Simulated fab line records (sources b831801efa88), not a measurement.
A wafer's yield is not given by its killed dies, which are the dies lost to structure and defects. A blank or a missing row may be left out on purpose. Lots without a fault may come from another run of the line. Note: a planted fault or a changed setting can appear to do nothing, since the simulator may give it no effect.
2 desks, one fault + flow sky130 + numbers are kept per desk, each desk with only its own; the story behind them comes last

FROM THE METROLOGY DESK
What the gauges read for every lot (on any tool): the sampled wafers with a number, averaged. Any lot whose mean is over 4 standard deviations away from the usual mean is out of limits and marked OUT; that distance is given in the brackets.
Columns: A = cd-nm at SKY_VT_ADJUST_HVTR_CD_MEAS_07, usual 380.2 nm; B = LDD_P_TW at SKY_LDD_P_TW_MEAS_11, usual 637
| lot  | first seen here | A     | B             |
|------|-----------------|-------|---------------|
| L407 | day 9 13:03     | 381.1 | 635           |
| L411 | day 10 21:49    | 380.3 | 641           |
| L413 | day 11 05:47    | 381.2 | 636           |
| L415 | day 11 23:58    | 383.4 | 639           |
| L417 | day 12 10:01    | 380.0 | 459 (-57) OUT |
| L418 | day 12 21:37    | 380.7 | 455 (-59) OUT |
| L419 | day 13 01:05    | 377.7 | 457 (-58) OUT |
| L424 | day 14 14:26    | 383.0 | 638           |
| L427 | day 15 13:47    | 382.2 | 641           |
| L428 | day 15 17:04    | 379.1 | 641           |
| L429 | day 16 03:08    | 377.1 | 633           |
| L430 | day 16 10:19    | 380.9 | 639           |
This desk finds L417, L418, L419 out of limits, with the earliest case on L417 at day 22 17:31 (LDD_P_TW at SKY_LDD_P_TW_MEAS_11). L407, L411, L413, L415, L424, L427, L428, L429, L430 stayed within limits.

FOR THE TOOL OWNER'S DESK: implanter-02
SKY_LDD_P_IMPLANT_09, tool's own readings: per-lot mean of the sampled wafers with a number, covering each lot this tool ran. Any lot whose mean is over 4 standard deviations away from the usual mean is out of limits and marked OUT; that distance is given in the brackets.
Columns: A = dose-ions-cm2 at SKY_LDD_P_IMPLANT_09, usual 1e+13; B = faraday-current-uA at SKY_LDD_P_IMPLANT_09, usual 56.4
| lot  | first seen here | A                       | B              |
|------|-----------------|-------------------------|----------------|
| L407 | day 19 02:36    | 1e+13                   | 56.2           |
| L413 | day 21 09:29    | 1e+13                   | 55.8           |
| L417 | day 22 17:17    | 3e+12 (-99 or more) OUT | 19.6 (-33) OUT |
| L418 | day 23 04:16    | 3e+12 (-99 or more) OUT | 19.5 (-34) OUT |
| L419 | day 23 12:05    | 3e+12 (-99 or more) OUT | 19.7 (-33) OUT |
| L429 | day 26 17:36    | 1e+13                   | 56.1           |
This desk's verdict: out of limits on L417, L418, L419, starting with L417 at day 22 17:17 (dose-ions-cm2 at SKY_LDD_P_IMPLANT_09). L407, L413, L429 stayed within limits.

BROUGHT TOGETHER
At day 22 17:17, on L417, L418, L419, the tool owner's desk was in a position to raise an alarm.
On L417, L418, L419, the metrology desk was in a position to raise an alarm at day 22 17:31.
Every lot named ran SKY_LDD_P_IMPLANT_09 on implanter-02.

WHAT WAS PUT IN BY THE SIMULATOR
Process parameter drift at SKY_LDD_P_IMPLANT_09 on implanter-02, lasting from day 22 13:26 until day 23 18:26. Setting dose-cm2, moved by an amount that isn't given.
Struck lots among those shown: L417, L418, L419.
Time in hours from fault onset to the first out-of-limits reading at each desk: tool owner's desk 4, metrology desk 4.
